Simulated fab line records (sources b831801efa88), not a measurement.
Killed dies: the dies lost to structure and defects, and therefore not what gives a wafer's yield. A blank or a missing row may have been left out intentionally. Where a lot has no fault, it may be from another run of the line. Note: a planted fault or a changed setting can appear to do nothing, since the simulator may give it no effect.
Matching of chambers | flow gf180mcu | cmp-01 running GF_V5_CMP_26: 4 sister chambers
The step polishes, stops on SiO2, t overpolish 15 s, target thk 0 nm. 16 wafers are shown with their chamber, then 8 later ones without.

WAFERS, EACH WITH ITS CHAMBER
wafer  | chamber | motor-current-A (A) | retaining-ring-pressure-frac | time-to-endpoint-s (s)
L075.2 | 2       | 10.0                | 0.989                        | 90
L075.3 | 1       | 9.4                 | 1.002                        | 85
L075.4 | 0       | 10.3                | 1.006                        | 92
L076.1 | 2       | 10.3                | 1.000                        | 92
L076.2 | 1       | 10.4                | 1.004                        | 91
L076.3 | 0       | 10.4                | 1.005                        | 90
L078.1 | 3       | 12.1                | 1.003                        | 88
L078.4 | 1       | 10.3                | 1.000                        | 89
L078.5 | 0       | 10.2                | 1.004                        | 91
L079.1 | 3       | 11.7                | 0.998                        | 91
L079.4 | 1       | 10.0                | 0.995                        | 88
L079.5 | 1       | 10.4                | 0.988                        | 91
L083.1 | 3       | 12.0                | 0.996                        | 86
L083.3 | 2       | 9.4                 | 1.003                        | 89
L083.6 | 1       | 9.9                 | 0.996                        | 88
L085.1 | 3       | 12.0                | 1.005                        | 90

SIGNATURES, as means of the wafers listed above
reading                      | chamber 0 | chamber 1 | chamber 2 | chamber 3 | scatter within a chamber
motor-current-A              | 10.300    | 10.067    | 9.900     | 11.950    | 0.327
retaining-ring-pressure-frac | 1.00500   | 0.99750   | 0.99733   | 1.00050   | 0.00525
time-to-endpoint-s           | 91.00     | 88.67     | 90.33     | 88.75     | 1.97
Rule: for each reading, subtract the chamber's mean from the wafer's reading, divide by that reading's scatter and square the result; add these up over the readings and take the root, which gives the wafer's distance from the chamber. If the next closest chamber is less than 2 further off than the closest, the wafer can't be placed; otherwise it belongs to the closest. The scatter is the square root of a quotient: the sum, over the shown wafers, of each reading's squared deviation from its chamber's mean, divided by wafers minus chambers.

WAFERS WITH NO CHAMBER GIVEN
wafer  | motor-current-A (A) | retaining-ring-pressure-frac | time-to-endpoint-s (s)
L085.2 | 10.1                | 0.997                        | 91
L085.6 | 11.7                | 1.002                        | 87
L093.1 | 12.2                | 0.997                        | 86
L093.2 | 10.5                | 1.001                        | 88
L093.6 | 12.0                | 1.000                        | 86
L097.1 | 10.2                | 0.998                        | 88
L097.4 | 10.9                | 1.003                        | 88
L097.6 | 10.1                | 0.997                        | 90

THE CHAMBER EACH PASSED THROUGH
wafer  | from the rows above               | in truth
L085.2 | can't be placed: 2 or 1 or 0      | 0
L085.6 | 3                                 | 3
L093.1 | 3                                 | 3
L093.2 | can't be placed: 1 or 0 or 2      | 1
L093.6 | 3                                 | 3
L097.1 | can't be placed: 1 or 2 or 0      | 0
L097.4 | can't be placed: 0 or 1 or 3 or 2 | 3
L097.6 | can't be placed: 2 or 1 or 0      | 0
Correctly placed: 3 of 8. Not placeable from these rows: 5 (in 5, the candidates include the true chamber). Placed wrongly: 0.
